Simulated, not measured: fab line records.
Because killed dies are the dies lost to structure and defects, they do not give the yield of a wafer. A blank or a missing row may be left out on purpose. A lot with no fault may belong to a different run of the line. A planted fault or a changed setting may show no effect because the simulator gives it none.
Which tool did it? / flow gf180mcu / 12 lots with 36 wafers sampled at 3 steps, on a route of 602 steps

## WHAT EACH GAUGE READ, for each wafer
GF_M1_THK_MEAS_06: measures by xrf. Usual: M1_ALCU_THK typically reads 459 nm, with standard deviation 6.1.
lot=L477; measured=day 17 08:32; on=film-metro-03; M1_ALCU_THK (nm)=451 456 458; flag=
lot=L479; measured=day 17 20:20; on=film-metro-03; M1_ALCU_THK (nm)=472 460 463; flag=
lot=L480; measured=day 18 12:03; on=film-metro-04; M1_ALCU_THK (nm)=451 454 448; flag=
lot=L481; measured=day 18 21:08; on=film-metro-03; M1_ALCU_THK (nm)=462 454 462; flag=
lot=L482; measured=day 19 02:52; on=film-metro-04; M1_ALCU_THK (nm)=454 455 450; flag=
lot=L486; measured=day 20 08:46; on=film-metro-04; M1_ALCU_THK (nm)=456 459 461; flag=
lot=L488; measured=day 21 00:47; on=film-metro-03; M1_ALCU_THK (nm)=469 468 467; flag=
lot=L489; measured=day 21 09:43; on=film-metro-04; M1_ALCU_THK (nm)=448 457 456; flag=
lot=L493; measured=day 23 00:12; on=film-metro-01; M1_ALCU_THK (nm)=462 467 467; flag=
lot=L496; measured=day 23 21:50; on=film-metro-01; M1_ALCU_THK (nm)=451 455 452; flag=
lot=L498; measured=day 24 14:19; on=film-metro-03; M1_ALCU_THK (nm)=459 457 455; flag=
lot=L499; measured=day 24 22:49; on=film-metro-03; M1_ALCU_THK (nm)=453 460 453; flag=

GF_M1_CD_MEAS_14 targets a cd of 230 nm. Usual: cd-nm reads 230.1 nm (standard deviation 1.3).
lot=L477; measured=day 18 07:54; on=cd-sem-01; cd-nm (nm)=228.6 230.3 228.7; flag=
lot=L479; measured=day 18 20:12; on=cd-sem-01; cd-nm (nm)=228.3 229.7 229.4; flag=
lot=L480; measured=day 19 12:23; on=cd-sem-01; cd-nm (nm)=232.6 232.5 232.5; flag=
lot=L481; measured=day 19 22:03; on=cd-sem-01; cd-nm (nm)=230.3 228.8 229.2; flag=
lot=L482; measured=day 20 03:24; on=cd-sem-02; cd-nm (nm)=232.0 231.0 231.6; flag=
lot=L486; measured=day 21 08:59; on=cd-sem-02; cd-nm (nm)=228.9 229.2 228.6; flag=
lot=L488; measured=day 22 00:06; on=cd-sem-02; cd-nm (nm)=229.2 230.2 228.8; flag=
lot=L489; measured=day 22 09:21; on=cd-sem-02; cd-nm (nm)=232.2 232.4 232.5; flag=
lot=L493; measured=day 23 22:50; on=cd-sem-01; cd-nm (nm)=229.9 229.9 230.3; flag=
lot=L496; measured=day 24 20:29; on=cd-sem-02; cd-nm (nm)=230.2 230.1 231.4; flag=
lot=L498; measured=day 25 12:53; on=cd-sem-01; cd-nm (nm)=229.5 231.3 229.8; flag=
lot=L499; measured=day 25 20:08; on=cd-sem-01; cd-nm (nm)=228.4 229.9 228.0; flag=

## TOOL THAT RAN EACH LOT (tool first, then ch and the chambers of the sampled wafers, then the start)
lot=L477; GF_M1_SPUTTER_01=pvd-sputter-01, day 17 08:17
lot=L479; GF_M1_SPUTTER_01=pvd-sputter-03, day 17 19:58
lot=L480; GF_M1_SPUTTER_01=pvd-sputter-01, day 18 11:48
lot=L481; GF_M1_SPUTTER_01=pvd-sputter-03, day 18 20:53
lot=L482; GF_M1_SPUTTER_01=pvd-sputter-01, day 19 02:37
lot=L486; GF_M1_SPUTTER_01=pvd-sputter-03, day 20 08:31
lot=L488; GF_M1_SPUTTER_01=pvd-sputter-03, day 21 00:32
lot=L489; GF_M1_SPUTTER_01=pvd-sputter-03, day 21 09:28
lot=L493; GF_M1_SPUTTER_01=pvd-sputter-04, day 22 23:58
lot=L496; GF_M1_SPUTTER_01=pvd-sputter-04, day 23 21:36
lot=L498; GF_M1_SPUTTER_01=pvd-sputter-01, day 24 14:04
lot=L499; GF_M1_SPUTTER_01=pvd-sputter-01, day 24 22:33
- GF_M1_SPUTTER_01: material TiN, target thk 30 nm, time 25 s.

## AS READ BY THE TOOLS THEMSELVES (means over the sampled wafers that have a number; for cases with no such wafer, the mark the record gives instead)
GF_M1_SPUTTER_01. Usual: throttle-valve-pct reads 29.8 % (standard deviation 1.1).
lot=L477; tool=pvd-sputter-01; throttle-valve-pct (%)=31.1; flag=
lot=L479; tool=pvd-sputter-03; throttle-valve-pct (%)=28.9; flag=
lot=L480; tool=pvd-sputter-01; throttle-valve-pct (%)=30.7; flag=
lot=L481; tool=pvd-sputter-03; throttle-valve-pct (%)=29.0; flag=
lot=L482; tool=pvd-sputter-01; throttle-valve-pct (%)=30.8; flag=
lot=L486; tool=pvd-sputter-03; throttle-valve-pct (%)=28.8; flag=
lot=L488; tool=pvd-sputter-03; throttle-valve-pct (%)=28.7; flag=
lot=L489; tool=pvd-sputter-03; throttle-valve-pct (%)=29.1; flag=
lot=L493; tool=pvd-sputter-04; throttle-valve-pct (%)=29.5; flag=
lot=L496; tool=pvd-sputter-04; throttle-valve-pct (%)=30.0; flag=
lot=L498; tool=pvd-sputter-01; throttle-valve-pct (%)=30.8; flag=
lot=L499; tool=pvd-sputter-01; throttle-valve-pct (%)=31.6; flag=

## THE ANSWER, worked out from the rows above alone
Rule: take the mean of a lot's wafers that have a number; if it is more than 3 standard deviations from the usual mean, the lot is off. Also off: a lot with no number at a reading for which 4 or more lots have one. Where the step has rows for the other lots, those lots are counted as sound. After the gauges, taken in route order, come the tools' own readings; for these a lot's mean is taken, as printed above. The first step at which some lot is off is used, and at that step the reading that is off furthest; a lot without a number counts as furthest.
None of the lots is off at any reading shown; this tells nothing.

## WHAT THE SIMULATOR HAD PUT IN
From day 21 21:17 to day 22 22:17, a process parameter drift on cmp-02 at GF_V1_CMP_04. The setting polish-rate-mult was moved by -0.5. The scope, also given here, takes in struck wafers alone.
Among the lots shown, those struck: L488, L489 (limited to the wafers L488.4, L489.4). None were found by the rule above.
